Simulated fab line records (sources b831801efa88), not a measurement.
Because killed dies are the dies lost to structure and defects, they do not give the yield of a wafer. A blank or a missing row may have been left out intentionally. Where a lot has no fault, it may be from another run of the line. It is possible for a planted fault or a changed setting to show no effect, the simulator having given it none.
The tool behind it: which one? :: flow gf180mcu :: 13 lots, 39 wafers sampled, at 4 steps of a route of 602

== WHAT THE GAUGES READ, wafer by wafer ==
GF_M5_OVL_MEAS_08.
lot: L910
measured: day 26 05:16
on: overlay-02
M5_OVL (nm): 13 4 2

lot: L911
measured: day 26 12:06
on: overlay-02
M5_OVL (nm): 13 19 9

lot: L913
measured: day 27 04:03
on: overlay-02
M5_OVL (nm): 11 7 14

lot: L914
measured: day 27 14:42
on: overlay-01
M5_OVL (nm): 0 8 7

lot: L915
measured: day 27 23:51
on: overlay-01
M5_OVL (nm): 2 8 -1

lot: L916
measured: day 28 03:33
on: overlay-02
M5_OVL (nm): -1 -7 -3

lot: L918
measured: day 28 23:45
on: overlay-02
M5_OVL (nm): 4 13 7

lot: L924
measured: day 30 21:28
on: overlay-01
M5_OVL (nm): -7 -7 2

lot: L926
measured: day 31 01:44
on: overlay-01
M5_OVL (nm): 6 3 7

lot: L927
measured: day 31 12:43
on: overlay-01
M5_OVL (nm): -2 1 1

lot: L928
measured: day 31 18:19
on: overlay-01
M5_OVL (nm): -1 1 -7

lot: L931
measured: day 32 07:11
on: overlay-02
M5_OVL (nm): 1 12 1

lot: L933
measured: day 32 16:15
on: overlay-01
M5_OVL (nm): 1 9 2

GF_V5_BOW_MEAS_05.
lot: L910
measured: day 26 06:35
on: film metro-04
V5_BOW (um): 135 144 142

lot: L911
measured: day 26 13:23
on: film metro-02
V5_BOW (um): 132 133 122

lot: L913
measured: day 27 05:33
on: film metro-01
V5_BOW (um): 114 114 116

lot: L914
measured: day 27 16:01
on: film metro-04
V5_BOW (um): 143 138 138

lot: L915
measured: day 28 01:08
on: film metro-02
V5_BOW (um): 143 137 140

lot: L916
measured: day 28 04:51
on: film metro-02
V5_BOW (um): 157 153 150

lot: L918
measured: day 29 01:06
on: film metro-02
V5_BOW (um): 135 128 144

lot: L924
measured: day 30 22:50
on: film metro-02
V5_BOW (um): 110 122 116

lot: L926
measured: day 31 03:06
on: film metro-04
V5_BOW (um): 141 131 138

lot: L927
measured: day 31 14:08
on: film metro-01
V5_BOW (um): 134 122 137

lot: L928
measured: day 31 21:47
on: film metro-04
V5_BOW (um): 135 134 134

lot: L931
measured: day 32 08:28
on: film metro-04
V5_BOW (um): 122 131 119

lot: L933
measured: day 32 17:37
on: film metro-02
V5_BOW (um): 137 133 121

GF_V5_RS_MEAS_24: measurement is done with a four-point probe.
lot: L910
measured: day 27 03:56
on: film metro-04
V5_W_RS (ohm/sq): 0.323 0.328 0.322

lot: L911
measured: day 27 11:01
on: film metro-04
V5_W_RS (ohm/sq): 0.325 0.322 0.330

lot: L913
measured: day 28 02:16
on: film metro-01
V5_W_RS (ohm/sq): 0.331 0.326 0.323

lot: L914
measured: day 28 12:35
on: film metro-02
V5_W_RS (ohm/sq): 0.325 0.324 0.325

lot: L915
measured: day 28 22:05
on: film metro-02
V5_W_RS (ohm/sq): 0.331 0.324 0.330

lot: L916
measured: day 29 00:53
on: film metro-02
V5_W_RS (ohm/sq): 0.330 0.326 0.330

lot: L918
measured: day 29 21:18
on: film metro-02
V5_W_RS (ohm/sq): 0.323 0.326 0.328

lot: L924
measured: day 31 17:23
on: film metro-01
V5_W_RS (ohm/sq): 0.328 0.323 0.326

lot: L926
measured: day 31 21:50
on: film metro-01
V5_W_RS (ohm/sq): 0.325 0.325 0.323

lot: L927
measured: day 32 07:01
on: film metro-01
V5_W_RS (ohm/sq): 0.325 0.327 0.325

lot: L928
measured: day 32 15:17
on: film metro-02
V5_W_RS (ohm/sq): 0.330 0.325 0.328

lot: L931
measured: day 33 01:52
on: film metro-04
V5_W_RS (ohm/sq): 0.331 0.329 0.327

lot: L933
measured: day 33 10:46
on: film metro-01
V5_W_RS (ohm/sq): 0.336 0.326 0.335

== WHICH TOOL RAN EACH LOT (tool, then ch and the chambers of the sampled wafers, then the start) ==
lot: L910
GF_V5_ETCH_16: rie diel-01 ch 0,2,3, day 27 02:59

lot: L911
GF_V5_ETCH_16: rie diel-03 ch 0,1,3, day 27 10:05

lot: L913
GF_V5_ETCH_16: rie diel-01 ch 0,2,3, day 28 01:20

lot: L914
GF_V5_ETCH_16: rie diel-03 ch 1,3, day 28 11:34

lot: L915
GF_V5_ETCH_16: rie diel-03 ch 0,1, day 28 21:11

lot: L916
GF_V5_ETCH_16: rie diel-01 ch 0,1,3, day 28 23:58

lot: L918
GF_V5_ETCH_16: rie diel-01 ch 1,3, day 29 20:17

lot: L924
GF_V5_ETCH_16: rie diel-04 ch 1,3, day 31 16:28

lot: L926
GF_V5_ETCH_16: rie diel-04 ch 0,2,3, day 31 20:56

lot: L927
GF_V5_ETCH_16: rie diel-03 ch 0,2, day 32 06:05

lot: L928
GF_V5_ETCH_16: rie diel-01 ch 0,1,2, day 32 14:20

lot: L931
GF_V5_ETCH_16: rie diel-01 ch 1,2, day 33 00:58

lot: L933
GF_V5_ETCH_16: rie diel-01 ch 1,2, day 33 09:49
- GF_V5_ETCH_16: etches BARC in N2/H2.

== WHAT THE TOOLS THEMSELVES READ (means of the sampled wafers that have a number; where no wafer has one, the mark that the record gives instead) ==
GF_V5_ETCH_16.
lot: L910
tool: rie diel-01
chamber pressure mTorr (mTorr): 29.990
drypump motor current A (A): 5.8
oes product au (a.u.): 0.855
rf fwd power W (W): 495.2
throttle valve pct (%): 13.229

lot: L911
tool: rie diel-03
chamber pressure mTorr (mTorr): 30.005
drypump motor current A (A): 5.6
oes product au (a.u.): 0.859
rf fwd power W (W): 495.8
throttle valve pct (%): 13.220

lot: L913
tool: rie diel-01
chamber pressure mTorr (mTorr): 30.002
drypump motor current A (A): 5.8
oes product au (a.u.): 0.855
rf fwd power W (W): 495.1
throttle valve pct (%): 13.222

lot: L914
tool: rie diel-03
chamber pressure mTorr (mTorr): 30.004
drypump motor current A (A): 5.5
oes product au (a.u.): 0.855
rf fwd power W (W): 495.6
throttle valve pct (%): 13.225

lot: L915
tool: rie diel-03
chamber pressure mTorr (mTorr): 29.992
drypump motor current A (A): 5.7
oes product au (a.u.): 0.852
rf fwd power W (W): 494.6
throttle valve pct (%): 13.231

lot: L916
tool: rie diel-01
chamber pressure mTorr (mTorr): 29.991
drypump motor current A (A): 5.6
oes product au (a.u.): 0.856
rf fwd power W (W): 496.2
throttle valve pct (%): 13.233

lot: L918
tool: rie diel-01
chamber pressure mTorr (mTorr): 30.018
drypump motor current A (A): 5.5
oes product au (a.u.): 0.849
rf fwd power W (W): 496.0
throttle valve pct (%): 13.227

lot: L924
tool: rie diel-04
chamber pressure mTorr (mTorr): 29.984
drypump motor current A (A): 5.5
oes product au (a.u.): 0.858
rf fwd power W (W): 694.5
throttle valve pct (%): 13.219

lot: L926
tool: rie diel-04
chamber pressure mTorr (mTorr): 30.028
drypump motor current A (A): 5.7
oes product au (a.u.): 0.849
rf fwd power W (W): 693.9
throttle valve pct (%): 13.221

lot: L927
tool: rie diel-03
chamber pressure mTorr (mTorr): 29.983
drypump motor current A (A): 5.8
oes product au (a.u.): 0.854
rf fwd power W (W): 495.8
throttle valve pct (%): 13.228

lot: L928
tool: rie diel-01
chamber pressure mTorr (mTorr): 29.998
drypump motor current A (A): 5.7
oes product au (a.u.): 0.851
rf fwd power W (W): 493.5
throttle valve pct (%): 13.224

lot: L931
tool: rie diel-01
chamber pressure mTorr (mTorr): 30.017
drypump motor current A (A): 5.8
oes product au (a.u.): 0.859
rf fwd power W (W): 494.8
throttle valve pct (%): 13.229

lot: L933
tool: rie diel-01
chamber pressure mTorr (mTorr): 30.003
drypump motor current A (A): 5.8
oes product au (a.u.): 0.851
rf fwd power W (W): 494.8
throttle valve pct (%): 13.222

== THE ANSWER, worked out from the rows above alone ==
Rule: what is usual is taken from the lots themselves. Put in order of their means at a reading, lots are off if they are a third of the lots or fewer, leave a main group of 4 or more, and stand apart from it by a gap of 3 or more times the standard deviation of the main group's means; of several such gaps the widest counts. A main group is skipped when, at the precision printed for the reading in the tables above, its means are all equal. Also off: a lot with no number at a reading for which 4 or more lots have one. Where the step has rows for the other lots, those lots are counted as sound. First the gauges in route order, then the tools' own readings, where a lot's mean is used as printed above. At the first step where some lot is off, the reading lying furthest off is the one used; lots without a number count as furthest.
Off at GF_V5_ETCH_16 (rf fwd power W): L924, L926. For the main group the mean is 495.2 W and the standard deviation 0.74.
If a tool, at that step or one of the process steps before it, ran each lot that is off and ran no sound lot following the first of them, it fits. One fits: GF_V5_ETCH_16 on rie diel-04. It ran no sound lot before its first lot that is off in this sample, so the start can't be narrowed down.
On the lots that are off, the tool's own readings at GF_V5_ETCH_16 differ by more than 5 times the standard deviation of the sound lots' means, which bears it out; rf fwd power W reads 694.2 W there versus 495.2 W on the sound lots.

== WHAT HAD BEEN PUT IN BY THE SIMULATOR ==
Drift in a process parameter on rie diel-04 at GF_V5_ETCH_16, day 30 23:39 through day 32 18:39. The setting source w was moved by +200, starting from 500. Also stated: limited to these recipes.
Lots struck among those shown: L924, L926. Same finding as the rule above.
